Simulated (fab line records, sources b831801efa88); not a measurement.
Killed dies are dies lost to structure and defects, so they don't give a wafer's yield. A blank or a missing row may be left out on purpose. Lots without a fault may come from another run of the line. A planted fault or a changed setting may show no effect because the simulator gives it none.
fab line records | flow gf180mcu
record lots=5 wafers=15 last_day=34
route steps=602 shown STI@31 DNWELL@32 NWELL@42 LVPWELL@54
lots that met no fault: from a run of the same line without faults
start_h: hours from the record's first day to the start of the lot's first wafer shown | wait_h: hours since the lot's step before | " the same as in the row above | L1.1+2: a row that stands for several wafers | - no value, or no start given | * or withheld: withheld | < > ~ a bound
route shown NAME@n: a module of which the file shows steps, and the number in the route of the first | usual: mean/standard deviation of fault-free wafers | same: alike in all rows | chamber/n: place in a boat | sites: the reading at each site | _std_site: their standard deviation | _edge_site: outer sites' mean less inner sites' | radius_mm: how far each site lies from the wafer's centre | mask NAME#n: copy n | behind: the tool/chamber that last shaped the wafer | hold: why the lot was held/for how many hours/how that ended | device: the transistor (n, p or np) that didn't switch | end of line: the same wafers' tests at the end of the route | a step without rows: its recipe alone | killed: dies lost to structure and defects at the first sort, not the wafer's yield | map: a wafer's dies, x killed, . not, _ none there
set.NAME: the setting as run; set.NAME@STEP: as run at that earlier step | model.NAME: the simulator's own value behind a step, which no gauge read
lots at some steps of the route; a table a step, a row a wafer
services: from which hour (start_h, from the record's first day; less than 0 if before it) a tool's chamber was out of use, for how many hours, and why
## steps
# step GF_STI_THK_MEAS_30
# recipe reads=SiO2_of_STI_OXIDATION_29
# usual STI_OXIDATION_02_THK=10.03/0.16
# columns lot.wafer tool chamber start_h wait_h STI_OXIDATION_02_THK[nm]
L079.2 film_metro-01 - 58.22 0.0 9.96
L079.4 " - " " 10.01
L079.6 " - " " 9.90
L085.4 film_metro-01 - 87.14 0.0 9.88
L085.5 " - " " 9.96
L085.6 " - " " 9.98
L088.2 film_metro-01 - 106.50 0.0 9.87
L088.3 " - " " 9.96
L088.4 " - " " 10.03
L090.3 film_metro-04 - 113.19 0.0 10.00
L090.4 " - " " 10.06
L090.6 " - " " 9.98
L096.4 film_metro-04 - 147.94 0.0 10.10
L096.5 " - " " 10.00
L096.6 " - " " 10.01
# step GF_DNWELL_DEHYDRATE_00
# recipe temp_c=200 time_s=60
# usual chill_plate_temp_C=22.99/0.088 resist_line_temp_C=22.99/0.085
# columns lot.wafer tool chamber start_h wait_h chill_plate_temp_C resist_line_temp_C
L079.2 litho_track-01 0 64.09 5.9 22.86 22.94
L079.4 " 0 " " 22.84 23.10
L079.6 " 0 " " 22.77 22.98
L085.4 litho_track-04 0 93.69 6.5 23.00 23.00
L085.5 " 0 " " 23.05 22.97
L085.6 " 0 " " 23.13 23.01
L088.2 litho_track-03 0 112.69 6.2 23.00 23.04
L088.3 " 0 " " 23.09 22.94
L088.4 " 0 " " 22.89 23.00
L090.3 litho_track-04 0 119.72 6.5 22.90 23.04
L090.4 " 0 " " 23.01 22.88
L090.6 " 0 " " 22.98 22.92
L096.4 litho_track-04 0 155.34 7.4 22.95 23.09
L096.5 " 0 " " 23.01 22.89
L096.6 " 0 " " 23.03 22.88
# step GF_DNWELL_HMDS_01
# recipe prime_time_s=60 prime_temp_c=120
# usual chill_plate_temp_C=23.00/0.099 resist_line_temp_C=23.00/0.1
# columns lot.wafer tool chamber start_h wait_h chill_plate_temp_C resist_line_temp_C
L079.2 litho_track-01 0 64.24 0.1 22.81 22.95
L079.4 " 0 " " 22.83 23.07
L079.6 " 0 " " 23.08 23.03
L085.4 litho_track-04 0 93.84 0.1 22.95 22.98
L085.5 " 0 " " 23.05 23.05
L085.6 " 0 " " 22.99 23.01
L088.2 litho_track-03 0 112.84 0.1 22.93 22.90
L088.3 " 0 " " 23.02 22.92
L088.4 " 0 " " 22.84 22.96
L090.3 litho_track-04 0 119.87 0.1 22.97 23.10
L090.4 " 0 " " 22.98 23.10
L090.6 " 0 " " 23.06 22.99
L096.4 litho_track-04 0 155.49 0.1 23.09 23.01
L096.5 " 0 " " 23.12 23.22
L096.6 " 0 " " 23.04 23.10
# step GF_DNWELL_COAT_02
# recipe spin_rpm=2000 resist_thk_nm=3031
# usual chill_plate_temp_C=23.01/0.12 resist_line_temp_C=22.99/0.12
# columns lot.wafer tool chamber start_h wait_h chill_plate_temp_C resist_line_temp_C
L079.2 litho_track-01 0 64.39 0.1 23.00 23.03
L079.4 " 0 " " 22.97 22.96
L079.6 " 0 " " 23.00 22.90
L085.4 litho_track-04 0 93.99 0.1 23.23 22.67
L085.5 " 0 " " 23.04 22.88
L085.6 " 0 " " 23.02 22.87
L088.2 litho_track-03 0 112.99 0.1 23.19 22.89
L088.3 " 0 " " 23.13 22.94
L088.4 " 0 " " 23.05 23.08
L090.3 litho_track-04 0 120.02 0.1 22.99 23.11
L090.4 " 0 " " 22.80 23.10
L090.6 " 0 " " 22.96 23.07
L096.4 litho_track-04 0 155.64 0.1 23.12 23.00
L096.5 " 0 " " 23.04 23.01
L096.6 " 0 " " 22.93 23.00
# step GF_DNWELL_SOFTBAKE_03
# recipe temp_c=110 time_s=withheld
# usual chill_plate_temp_C=23.01/0.088 resist_line_temp_C=22.99/0.13
# columns lot.wafer tool chamber start_h wait_h chill_plate_temp_C resist_line_temp_C
L079.2 litho_track-01 0 64.55 0.1 23.27 22.99
L079.4 " 0 " " 23.18 23.00
L079.6 " 0 " " 23.12 23.01
L085.4 litho_track-04 0 94.17 0.1 23.04 23.05
L085.5 " 0 " " 23.02 23.16
L085.6 " 0 " " 23.02 23.09
L088.2 litho_track-03 0 113.15 0.1 23.03 22.92
L088.3 " 0 " " 23.09 22.96
L088.4 " 0 " " 22.91 22.93
L090.3 litho_track-04 0 120.18 0.1 23.11 23.09
L090.4 " 0 " " 22.97 23.10
L090.6 " 0 " " 22.92 23.14
L096.4 litho_track-04 0 155.82 0.1 23.15 22.85
L096.5 " 0 " " 23.09 22.91
L096.6 " 0 " " 23.04 22.82
# step GF_DNWELL_EXPOSE_04
# recipe mask_id=DNWELL target_cd_nm=1700 na=0.6 source_shape=conventional sigma_outer=0.6 dose_mj=260
# usual stage_vel_mm_s=499.97/0.29
# columns lot.wafer tool chamber start_h wait_h mask stage_vel_mm_s
L079.2 iline_stepper-01 0 - - DNWELL#0 500.24
L079.4 " 0 " " DNWELL#0 499.89
L079.6 " 0 " " DNWELL#0 500.53
L085.4 iline_stepper-02 0 - - DNWELL#0 499.72
L085.5 " 0 " " DNWELL#0 500.13
L085.6 " 0 " " DNWELL#0 499.99
L088.2 iline_stepper-02 0 - - DNWELL#0 500.40
L088.3 " 0 " " DNWELL#0 500.00
L088.4 " 0 " " DNWELL#0 500.05
L090.3 iline_stepper-01 0 - - DNWELL#0 499.95
L090.4 " 0 " " DNWELL#0 500.14
L090.6 " 0 " " DNWELL#0 500.28
L096.4 iline_stepper-01 0 - - DNWELL#0 499.80
L096.5 " 0 " " DNWELL#0 499.87
L096.6 " 0 " " DNWELL#0 499.65
# step GF_DNWELL_PEB_05
# recipe temp_c=115 time_s=withheld
# usual chill_plate_temp_C=23.00/0.1 resist_line_temp_C=23.00/0.11
# columns lot.wafer tool chamber start_h wait_h chill_plate_temp_C resist_line_temp_C
L079.2 litho_track-03 0 - - 22.94 23.15
L079.4 " 0 " " 23.06 22.96
L079.6 " 0 " " 22.91 22.95
L085.4 litho_track-04 0 - - 22.88 23.06
L085.5 " 0 " " 22.87 22.85
L085.6 " 0 " " 22.95 22.91
L088.2 litho_track-03 0 - - 22.90 22.91
L088.3 " 0 " " 22.88 23.07
L088.4 " 0 " " 22.87 22.96
L090.3 litho_track-01 0 - - 22.90 23.16
L090.4 " 0 " " 23.17 23.10
L090.6 " 0 " " 22.99 22.99
L096.4 litho_track-01 0 - - 23.00 23.12
L096.5 " 0 " " 23.09 23.14
L096.6 " 0 " " 22.90 22.95
# step GF_DNWELL_DEVELOP_06
# recipe wall_angle_deg=90 develop_time_s=60 dev_temp_c=23
# usual chill_plate_temp_C=22.99/0.11 resist_line_temp_C=23.04/0.11
# columns lot.wafer tool chamber start_h wait_h chill_plate_temp_C resist_line_temp_C
L079.2 litho_track-03 0 - - 22.94 22.81
L079.4 " 0 " " 22.91 22.90
L079.6 " 0 " " 22.85 22.85
L085.4 litho_track-04 0 - - 22.99 23.04
L085.5 " 0 " " 22.91 23.14
L085.6 " 0 " " 22.97 23.23
L088.2 litho_track-03 0 - - 22.93 23.27
L088.3 " 0 " " 23.00 23.17
L088.4 " 0 " " 23.03 23.27
L090.3 litho_track-01 0 - - 22.92 23.00
L090.4 " 0 " " 22.97 22.95
L090.6 " 0 " " 22.99 23.20
L096.4 litho_track-01 0 - - 22.93 22.96
L096.5 " 0 " " 22.99 22.98
L096.6 " 0 " " 23.11 22.99
# step GF_DNWELL_IMPLANT_07
# recipe species=P energy_kev=1500 dose_cm2=1e+13 tilt_deg=0
# usual end_station_pressure_torr=5.03e-06/2.7e-07
# columns lot.wafer tool chamber start_h wait_h end_station_pressure_torr
L079.2 implanter-03 0 71.04 - 4.77e-06
L079.4 " 0 " " 4.74e-06
L079.6 " 0 " " 4.96e-06
L085.4 implanter-02 0 100.64 - 5e-06
L085.5 " 0 " " 4.65e-06
L085.6 " 0 " " 5.08e-06
L088.2 implanter-03 0 120.69 - 5.21e-06
L088.3 " 0 " " 5.06e-06
L088.4 " 0 " " 4.53e-06
L090.3 implanter-02 0 127.52 - 4.96e-06
L090.4 " 0 " " 4.76e-06
L090.6 " 0 " " 4.75e-06
L096.4 implanter-03 0 163.54 - 5.14e-06
L096.5 " 0 " " 5.1e-06
L096.6 " 0 " " 5.03e-06
# step GF_DNWELL_STRIP_08
# recipe chemistry=O2/N2 power_w=1400 pressure_mtorr=1500 platen_temp_c=250 o2_flow_sccm=3000 n2_flow_sccm=300 overash_fraction=0.5
# usual drypump_motor_current_A=5.6/0.64 heater_power_w=336/22 oes_product_au=0.723/0.0046 strip_time_to_endpoint_s=37.31/0.12
# same overash_fraction=0.5
# columns lot.wafer tool chamber start_h wait_h drypump_motor_current_A heater_power_w oes_product_au rf_hours_counter_h strip_time_to_endpoint_s
L079.2 plasma_asher-04 0 71.16 0.1 5.0 322 0.718 39 37.27
L079.4 " 0 " " 5.0 318 0.719 - 37.20
L079.6 " 1 " " 6.7 340 0.725 - 37.27
L085.4 plasma_asher-03 1 100.75 0.1 5.7 328 0.723 - 37.39
L085.5 " 0 " " 5.3 346 0.723 - 37.23
L085.6 " 1 " " 5.7 318 0.719 - 37.32
L088.2 plasma_asher-01 0 120.81 0.1 6.7 368 0.715 35 37.27
L088.3 " 1 " " 5.0 298 0.720 - 37.25
L088.4 " 0 " " 6.7 366 0.723 - 37.18
L090.3 plasma_asher-03 1 127.65 0.1 5.7 326 0.711 - 37.34
L090.4 " 0 " " 5.3 344 0.726 - 37.26
L090.6 " 0 " " 5.3 353 0.718 - 37.30
L096.4 plasma_asher-03 1 163.65 0.1 5.7 323 0.715 - 37.33
L096.5 " 1 " " 5.7 322 0.728 - 37.25
L096.6 " 0 " " 5.3 351 0.720 - 37.30
# step GF_DNWELL_TW_MEAS_09
# usual DNWELL_TW=1355/17
# columns lot.wafer tool chamber start_h wait_h DNWELL_TW
L079.2 film_metro-02 - 71.27 0.1 1327
L079.4 " - " " 1326
L079.6 " - " " 1320
L085.4 film_metro-03 - 100.85 0.1 1364
L085.5 " - " " 1359
L085.6 " - " " 1354
L088.2 film_metro-02 - 120.92 0.1 1332
L088.3 " - " " 1331
L088.4 " - " " 1326
L090.3 film_metro-02 - 127.74 0.1 1334
L090.4 " - " " 1330
L090.6 " - " " 1345
L096.4 film_metro-02 - 163.74 0.1 1345
L096.5 " - " " 1347
L096.6 " - " " 1341
# step GF_NWELL_DEHYDRATE_00
# recipe temp_c=200 time_s=60
# usual chill_plate_temp_C=23.00/0.11 resist_line_temp_C=23.03/0.1
# columns lot.wafer tool chamber start_h wait_h chill_plate_temp_C resist_line_temp_C
L079.2 litho_track-01 0 77.79 6.5 23.06 22.99
L079.4 " 0 " " 23.03 22.97
L079.6 " 0 " " 22.94 23.04
L085.4 litho_track-01 0 108.04 7.2 22.94 23.07
L085.5 " 0 " " 22.96 22.94
L085.6 " 0 " " 22.95 23.00
L088.2 litho_track-01 0 127.49 6.6 22.83 23.02
L088.3 " 0 " " 22.95 23.19
L088.4 " 0 " " 23.01 22.95
L090.3 litho_track-01 0 134.37 6.6 22.89 22.91
L090.4 " 0 " " 22.95 22.81
L090.6 " 0 " " 23.11 22.99
L096.4 litho_track-01 0 171.09 7.3 22.99 22.98
L096.5 " 0 " " 23.04 23.02
L096.6 " 0 " " 22.98 22.87
# step GF_NWELL_HMDS_01
# recipe prime_time_s=60 prime_temp_c=120
# usual chill_plate_temp_C=23.01/0.096 resist_line_temp_C=22.99/0.11
# columns lot.wafer tool chamber start_h wait_h chill_plate_temp_C resist_line_temp_C
L079.2 litho_track-01 0 77.94 0.1 22.98 22.96
L079.4 " 0 " " 23.00 22.90
L079.6 " 0 " " 22.84 22.98
L085.4 litho_track-01 0 108.19 0.1 23.07 22.81
L085.5 " 0 " " 22.90 23.15
L085.6 " 0 " " 22.93 23.01
L088.2 litho_track-01 0 127.64 0.1 23.04 23.17
L088.3 " 0 " " 23.08 22.86
L088.4 " 0 " " 23.12 23.10
L090.3 litho_track-01 0 134.52 0.1 22.84 22.97
L090.4 " 0 " " 22.95 22.86
L090.6 " 0 " " 22.99 22.91
L096.4 litho_track-01 0 171.24 0.1 22.97 22.89
L096.5 " 0 " " 22.97 22.82
L096.6 " 0 " " 22.85 22.86
# step GF_NWELL_COAT_02
# recipe spin_rpm=2000 resist_thk_nm=3000
# usual chill_plate_temp_C=23.00/0.11 resist_line_temp_C=23.00/0.1
# columns lot.wafer tool chamber start_h wait_h chill_plate_temp_C resist_line_temp_C
L079.2 litho_track-01 0 78.09 0.1 23.11 23.15
L079.4 " 0 " " 23.10 23.02
L079.6 " 0 " " 23.10 22.98
L085.4 litho_track-01 0 108.34 0.1 22.83 23.25
L085.5 " 0 " " 22.72 23.09
L085.6 " 0 " " 22.84 23.09
L088.2 litho_track-01 0 127.79 0.1 23.10 22.94
L088.3 " 0 " " 22.94 23.02
L088.4 " 0 " " 22.85 22.92
L090.3 litho_track-01 0 134.67 0.1 23.00 23.12
L090.4 " 0 " " 23.12 23.11
L090.6 " 0 " " 22.96 23.10
L096.4 litho_track-01 0 171.39 0.1 22.93 22.98
L096.5 " 0 " " 22.76 22.97
L096.6 " 0 " " 22.98 23.01
# step GF_NWELL_SOFTBAKE_03
# recipe temp_c=110 time_s=withheld
# usual chill_plate_temp_C=23.01/0.11 resist_line_temp_C=23.01/0.11
# columns lot.wafer tool chamber start_h wait_h chill_plate_temp_C resist_line_temp_C
L079.2 litho_track-01 0 78.25 0.1 22.96 22.97
L079.4 " 0 " " 22.89 22.74
L079.6 " 0 " " 22.98 22.87
L085.4 litho_track-01 0 108.52 0.1 23.02 22.96
L085.5 " 0 " " 22.95 22.95
L085.6 " 0 " " 23.04 23.05
L088.2 litho_track-01 0 127.95 0.1 22.92 23.08
L088.3 " 0 " " 23.12 22.94
L088.4 " 0 " " 23.04 22.96
L090.3 litho_track-01 0 134.83 0.1 22.97 23.07
L090.4 " 0 " " 23.14 22.98
L090.6 " 0 " " 22.73 23.01
L096.4 litho_track-01 0 171.56 0.1 22.92 23.04
L096.5 " 0 " " 22.89 23.04
L096.6 " 0 " " 23.01 23.13
# step GF_NWELL_EXPOSE_04
# recipe mask_id=Nwell target_cd_nm=860 na=0.6 source_shape=conventional sigma_outer=0.6 dose_mj=260
# usual stage_vel_mm_s=499.95/0.27
# columns lot.wafer tool chamber start_h wait_h mask stage_vel_mm_s
L079.2 iline_stepper-01 0 - - Nwell#0 499.96
L079.4 " 0 " " Nwell#0 499.51
L079.6 " 0 " " Nwell#0 499.61
L085.4 iline_stepper-01 0 - - Nwell#0 500.32
L085.5 " 0 " " Nwell#0 500.11
L085.6 " 0 " " Nwell#0 500.18
L088.2 iline_stepper-02 0 - - Nwell#0 500.06
L088.3 " 0 " " Nwell#0 499.87
L088.4 " 0 " " Nwell#0 500.06
L090.3 iline_stepper-02 0 - - Nwell#0 499.96
L090.4 " 0 " " Nwell#0 500.00
L090.6 " 0 " " Nwell#0 500.11
L096.4 iline_stepper-01 0 - - Nwell#0 499.73
L096.5 " 0 " " Nwell#0 499.91
L096.6 " 0 " " Nwell#0 499.86
# step GF_NWELL_PEB_05
# recipe temp_c=115 time_s=withheld
# usual chill_plate_temp_C=23.02/0.11 resist_line_temp_C=22.97/0.092
# columns lot.wafer tool chamber start_h wait_h chill_plate_temp_C resist_line_temp_C
L079.2 litho_track-03 0 - - 23.02 22.93
L079.4 " 0 " " 23.01 22.87
L079.6 " 0 " " 23.17 22.93
L085.4 litho_track-03 0 - - 22.95 23.00
L085.5 " 0 " " 23.23 23.07
L085.6 " 0 " " 23.20 23.09
L088.2 litho_track-02 0 - - 23.17 22.96
L088.3 " 0 " " 23.04 22.88
L088.4 " 0 " " 23.14 22.86
L090.3 litho_track-01 0 - - 22.99 23.15
L090.4 " 0 " " 23.02 23.08
L090.6 " 0 " " 22.93 22.99
L096.4 litho_track-02 0 - - 23.05 23.09
L096.5 " 0 " " 23.10 22.90
L096.6 " 0 " " 23.03 22.93
# step GF_NWELL_DEVELOP_06
# recipe wall_angle_deg=90 develop_time_s=60 dev_temp_c=23
# usual chill_plate_temp_C=23.02/0.11 resist_line_temp_C=23.01/0.11
# columns lot.wafer tool chamber start_h wait_h chill_plate_temp_C resist_line_temp_C
L079.2 litho_track-03 0 - - 23.18 23.02
L079.4 " 0 " " 23.17 22.94
L079.6 " 0 " " 23.10 23.01
L085.4 litho_track-03 0 - - 22.98 23.04
L085.5 " 0 " " 22.82 22.97
L085.6 " 0 " " 22.97 22.99
L088.2 litho_track-02 0 - - 23.06 22.96
L088.3 " 0 " " 22.95 22.72
L088.4 " 0 " " 22.94 22.89
L090.3 litho_track-01 0 - - 23.04 23.10
L090.4 " 0 " " 23.02 23.15
L090.6 " 0 " " 23.06 22.95
L096.4 litho_track-02 0 - - 23.15 23.09
L096.5 " 0 " " 23.01 23.08
L096.6 " 0 " " 23.08 23.10
# step GF_NWELL_OVL_MEAS_07
# usual NWELL_OVL=-0.4/1.2
# columns lot.wafer tool chamber start_h wait_h NWELL_OVL[nm]
L079.2 overlay-01 - 84.72 - 0.4
L079.4 " - " " 1.5
L079.6 " - " " -1.7
L085.4 overlay-01 - 115.63 - -3.2
L085.5 " - " " 0.5
L085.6 " - " " 0.4
L088.2 overlay-01 - 135.48 - -1.2
L088.3 " - " " -0.2
L088.4 " - " " -1.4
L090.3 overlay-01 - 142.88 - -0.2
L090.4 " - " " 0.3
L090.6 " - " " 0.9
L096.4 overlay-01 - 180.14 - 0.0
L096.5 " - " " 1.4
L096.6 " - " " -1.0
# step GF_NWELL_IMPLANT_08
# recipe species=P energy_kev=450 dose_cm2=1.5e+13 tilt_deg=0
# usual end_station_pressure_torr=5.07e-06/2.7e-07
# columns lot.wafer tool chamber start_h wait_h end_station_pressure_torr
L079.2 implanter-04 0 84.78 0.0 4.71e-06
L079.4 " 0 " " 4.73e-06
L079.6 " 0 " " 4.95e-06
L085.4 implanter-04 0 115.72 0.1 4.93e-06
L085.5 " 0 " " 5.29e-06
L085.6 " 0 " " 5.37e-06
L088.2 implanter-03 0 135.53 0.0 5.24e-06
L088.3 " 0 " " 5.06e-06
L088.4 " 0 " " 5.53e-06
L090.3 implanter-01 0 142.95 0.1 5.2e-06
L090.4 " 0 " " 5.16e-06
L090.6 " 0 " " 5.87e-06
L096.4 implanter-04 0 180.23 0.1 4.76e-06
L096.5 " 0 " " 4.82e-06
L096.6 " 0 " " 4.9e-06
# step GF_NWELL_IMPLANT_09
# recipe species=P energy_kev=160 dose_cm2=4e+12 tilt_deg=0
# usual end_station_pressure_torr=5e-06/2.3e-07
# columns lot.wafer tool chamber start_h wait_h end_station_pressure_torr
L079.2 implanter-04 0 84.93 0.1 5.34e-06
L079.4 " 0 " " 4.95e-06
L079.6 " 0 " " 4.86e-06
L085.4 implanter-04 0 115.87 0.1 4.94e-06
L085.5 " 0 " " 5.1e-06
L085.6 " 0 " " 4.97e-06
L088.2 implanter-03 0 135.68 0.1 4.98e-06
L088.3 " 0 " " 5.23e-06
L088.4 " 0 " " 4.89e-06
L090.3 implanter-01 0 143.10 0.1 5.15e-06
L090.4 " 0 " " 5.51e-06
L090.6 " 0 " " 4.62e-06
L096.4 implanter-04 0 180.38 0.1 5.16e-06
L096.5 " 0 " " 4.95e-06
L096.6 " 0 " " 5.28e-06
# step GF_NWELL_STRIP_10
# recipe chemistry=O2/N2 power_w=1400 pressure_mtorr=1500 platen_temp_c=250 o2_flow_sccm=2888 n2_flow_sccm=300 overash_fraction=0.5
# usual drypump_motor_current_A=5.8/0.54 heater_power_w=323/21 oes_product_au=0.721/0.004 strip_time_to_endpoint_s=37.04/0.098
# same overash_fraction=0.5
# columns lot.wafer tool chamber start_h wait_h drypump_motor_current_A heater_power_w oes_product_au rf_hours_counter_h strip_time_to_endpoint_s
L079.2 plasma_asher-02 1 85.05 0.1 6.5 317 0.716 43 37.17
L079.4 " 1 " " 6.4 320 0.725 - 37.06
L079.6 " 1 " " 6.4 317 0.725 - 37.15
L085.4 plasma_asher-03 0 115.98 0.1 5.2 356 0.717 - 37.06
L085.5 " 0 " " 5.3 339 0.721 - 37.15
L085.6 " 1 " " 5.7 320 0.725 - 37.08
L088.2 plasma_asher-01 0 135.81 0.1 6.7 369 0.725 37 37.15
L088.3 " 0 " " 6.7 368 0.721 - 37.14
L088.4 " 1 " " 5.0 311 0.726 - 37.14
L090.3 plasma_asher-02 1 143.23 0.1 6.4 303 0.721 - 37.17
L090.4 " 0 " " 5.6 326 0.727 - 37.00
L090.6 " 1 " " 6.4 309 0.721 - 37.09
L096.4 plasma_asher-02 1 180.49 0.1 6.4 311 0.716 - 37.25
L096.5 " 0 " " 5.6 315 0.726 - 37.12
L096.6 " 1 " " 6.4 306 0.718 - 37.15
# step GF_NWELL_TW_MEAS_11
# usual NWELL_TW=1576/21
# columns lot.wafer tool chamber start_h wait_h NWELL_TW
L079.2 film_metro-02 - 85.16 0.1 1559
L079.4 " - " " 1546
L079.6 " - " " 1557
L085.4 film_metro-04 - 116.08 0.1 1565
L085.5 " - " " 1582
L085.6 " - " " 1568
L088.2 film_metro-01 - 135.92 0.1 1612
L088.3 " - " " 1609
L088.4 " - " " 1611
L090.3 film_metro-02 - 143.32 0.1 1542
L090.4 " - " " 1545
L090.6 " - " " 1548
L096.4 film_metro-01 - 180.59 0.1 1596
L096.5 " - " " 1593
L096.6 " - " " 1597
# step GF_LVPWELL_DEHYDRATE_00
# recipe temp_c=200 time_s=60
# usual chill_plate_temp_C=23.03/0.095 resist_line_temp_C=22.98/0.097
# columns lot.wafer tool chamber start_h wait_h chill_plate_temp_C resist_line_temp_C
L079.2 litho_track-01 0 91.99 6.8 23.02 22.98
L079.4 " 0 " " 23.01 23.07
L079.6 " 0 " " 23.01 23.10
L085.4 litho_track-01 0 123.44 7.4 22.97 23.04
L085.5 " 0 " " 22.89 23.05
L085.6 " 0 " " 22.89 23.11
L088.2 litho_track-02 0 143.40 7.5 23.12 22.87
L088.3 " 0 " " 23.06 22.92
L088.4 " 0 " " 23.03 22.85
L090.3 litho_track-01 0 149.96 6.6 23.03 23.12
L090.4 " 0 " " 23.20 22.93
L090.6 " 0 " " 23.05 22.90
L096.4 litho_track-04 0 188.04 7.4 23.05 22.99
L096.5 " 0 " " 23.16 22.97
L096.6 " 0 " " 23.07 22.97
# step GF_LVPWELL_HMDS_01
# recipe prime_time_s=60 prime_temp_c=120
# usual chill_plate_temp_C=23.01/0.11 resist_line_temp_C=23.00/0.11
# columns lot.wafer tool chamber start_h wait_h chill_plate_temp_C resist_line_temp_C
L079.2 litho_track-01 0 92.14 0.1 23.03 23.07
L079.4 " 0 " " 22.89 23.00
L079.6 " 0 " " 22.93 22.92
L085.4 litho_track-01 0 123.59 0.1 22.96 23.05
L085.5 " 0 " " 22.97 22.98
L085.6 " 0 " " 22.98 22.93
L088.2 litho_track-02 0 143.55 0.1 23.22 22.98
L088.3 " 0 " " 22.96 23.07
L088.4 " 0 " " 23.20 22.80
L090.3 litho_track-01 0 150.11 0.1 22.77 23.03
L090.4 " 0 " " 22.96 23.04
L090.6 " 0 " " 22.94 23.19
L096.4 litho_track-04 0 188.19 0.1 23.00 22.91
L096.5 " 0 " " 23.00 22.94
L096.6 " 0 " " 23.06 22.97
# step GF_LVPWELL_COAT_02
# recipe spin_rpm=2000 resist_thk_nm=3000
# usual chill_plate_temp_C=22.97/0.11 resist_line_temp_C=22.96/0.13
# columns lot.wafer tool chamber start_h wait_h chill_plate_temp_C resist_line_temp_C
L079.2 litho_track-01 0 92.29 0.1 23.01 22.96
L079.4 " 0 " " 22.91 23.05
L079.6 " 0 " " 22.94 22.91
L085.4 litho_track-01 0 123.74 0.1 22.77 22.97
L085.5 " 0 " " 22.84 23.02
L085.6 " 0 " " 22.83 23.00
L088.2 litho_track-02 0 143.70 0.1 23.01 22.98
L088.3 " 0 " " 22.90 22.84
L088.4 " 0 " " 22.82 22.90
L090.3 litho_track-01 0 150.26 0.1 22.96 22.91
L090.4 " 0 " " 23.14 23.10
L090.6 " 0 " " 22.95 23.09
L096.4 litho_track-04 0 188.34 0.1 22.97 22.71
L096.5 " 0 " " 23.04 23.05
L096.6 " 0 " " 22.97 22.79
# step GF_LVPWELL_SOFTBAKE_03
# recipe temp_c=110 time_s=withheld
# usual chill_plate_temp_C=22.99/0.12 resist_line_temp_C=23.01/0.11
# columns lot.wafer tool chamber start_h wait_h chill_plate_temp_C resist_line_temp_C
L079.2 litho_track-01 0 92.45 0.1 23.07 23.03
L079.4 " 0 " " 22.98 23.05
L079.6 " 0 " " 22.97 23.09
L085.4 litho_track-01 0 123.92 0.1 23.02 22.79
L085.5 " 0 " " 22.95 22.95
L085.6 " 0 " " 22.99 22.87
L088.2 litho_track-02 0 143.85 0.1 22.96 23.00
L088.3 " 0 " " 22.89 22.97
L088.4 " 0 " " 23.00 23.05
L090.3 litho_track-01 0 150.43 0.1 23.21 23.11
L090.4 " 0 " " 23.20 22.96
L090.6 " 0 " " 23.33 23.05
L096.4 litho_track-04 0 188.52 0.1 23.13 22.94
L096.5 " 0 " " 22.90 22.87
L096.6 " 0 " " 23.09 23.05
# step GF_LVPWELL_EXPOSE_04
# recipe mask_id=LVPWELL target_cd_nm=600 na=0.6 source_shape=conventional sigma_outer=0.6 dose_mj=260
# usual stage_vel_mm_s=500.01/0.26
# columns lot.wafer tool chamber start_h wait_h mask stage_vel_mm_s
L079.2 iline_stepper-01 0 - - LVPWELL#0 499.76
L079.4 " 0 " " LVPWELL#0 500.04
L079.6 " 0 " " LVPWELL#0 499.97
L085.4 iline_stepper-02 0 - - LVPWELL#0 499.78
L085.5 " 0 " " LVPWELL#0 499.94
L085.6 " 0 " " LVPWELL#0 499.88
L088.2 iline_stepper-02 0 - - LVPWELL#0 500.11
L088.3 " 0 " " LVPWELL#0 500.02
L088.4 " 0 " " LVPWELL#0 500.20
L090.3 iline_stepper-01 0 - - LVPWELL#0 499.86
L090.4 " 0 " " LVPWELL#0 499.87
L090.6 " 0 " " LVPWELL#0 499.98
L096.4 iline_stepper-01 0 - - LVPWELL#0 500.11
L096.5 " 0 " " LVPWELL#0 500.05
L096.6 " 0 " " LVPWELL#0 500.44
# step GF_LVPWELL_PEB_05
# recipe temp_c=115 time_s=withheld
# usual chill_plate_temp_C=23.01/0.11 resist_line_temp_C=23.02/0.1
# columns lot.wafer tool chamber start_h wait_h chill_plate_temp_C resist_line_temp_C
L079.2 litho_track-04 0 - - 22.91 22.90
L079.4 " 0 " " 22.91 23.01
L079.6 " 0 " " 22.98 23.03
L085.4 litho_track-04 0 - - 23.02 23.16
L085.5 " 0 " " 23.02 23.18
L085.6 " 0 " " 22.90 23.06
L088.2 litho_track-01 0 - - 23.08 23.04
L088.3 " 0 " " 23.14 22.99
L088.4 " 0 " " 23.02 22.94
L090.3 litho_track-02 0 - - 23.07 22.93
L090.4 " 0 " " 23.03 23.04
L090.6 " 0 " " 23.17 22.87
L096.4 litho_track-01 0 - - 22.99 22.97
L096.5 " 0 " " 22.92 22.99
L096.6 " 0 " " 23.01 23.20
# step GF_LVPWELL_DEVELOP_06
# recipe wall_angle_deg=90 develop_time_s=60 dev_temp_c=23
# usual chill_plate_temp_C=23.01/0.11 resist_line_temp_C=23.01/0.096
# columns lot.wafer tool chamber start_h wait_h chill_plate_temp_C resist_line_temp_C
L079.2 litho_track-04 0 - - 22.94 23.01
L079.4 " 0 " " 22.73 22.86
L079.6 " 0 " " 23.08 23.09
L085.4 litho_track-04 0 - - 23.01 22.97
L085.5 " 0 " " 22.92 22.88
L085.6 " 0 " " 22.98 22.86
L088.2 litho_track-01 0 - - 22.89 23.01
L088.3 " 0 " " 22.92 22.89
L088.4 " 0 " " 22.99 23.10
L090.3 litho_track-02 0 - - 22.92 22.99
L090.4 " 0 " " 23.03 22.96
L090.6 " 0 " " 22.77 22.94
L096.4 litho_track-01 0 - - 23.08 23.03
L096.5 " 0 " " 23.01 23.00
L096.6 " 0 " " 22.94 23.12
## services
# columns tool chamber start_h hours kind
implanter-03 - 58.50 3.3 repair
plasma_asher-01 - 60.46 1.4 repair
implanter-01 - 76.21 40.1 pm
plasma_asher-01 - 85.72 5.2 repair
implanter-04 - 91.43 6.3 repair
iline_stepper-01 - 92.73 8.9 pm
plasma_asher-04 - 100.18 51.8 pm
iline_stepper-02 - 101.73 8.9 pm
plasma_asher-02 - 108.80 9.0 pm
plasma_asher-02 0 108.80 9.0 vent_cycle
plasma_asher-02 1 108.80 9.0 vent_cycle
implanter-03 - 110.84 2.7 repair
implanter-01 - 116.30 3.7 pm
iline_stepper-02 0 118.20 - calibration
plasma_asher-02 - 137.73 1.9 repair
implanter-01 - 138.64 0.7 repair
implanter-02 - 139.30 5.4 pm
implanter-03 - 146.08 3.7 pm
plasma_asher-02 - 157.68 1.1 repair
plasma_asher-01 - 185.59 0.7 repair
implanter-03 - 187.20 1.0 repair
iline_stepper-02 - 191.53 1.7 pm
implanter-04 - 193.28 1.8 repair
plasma_asher-01 - 196.87 0.9 repair
## key
fault none
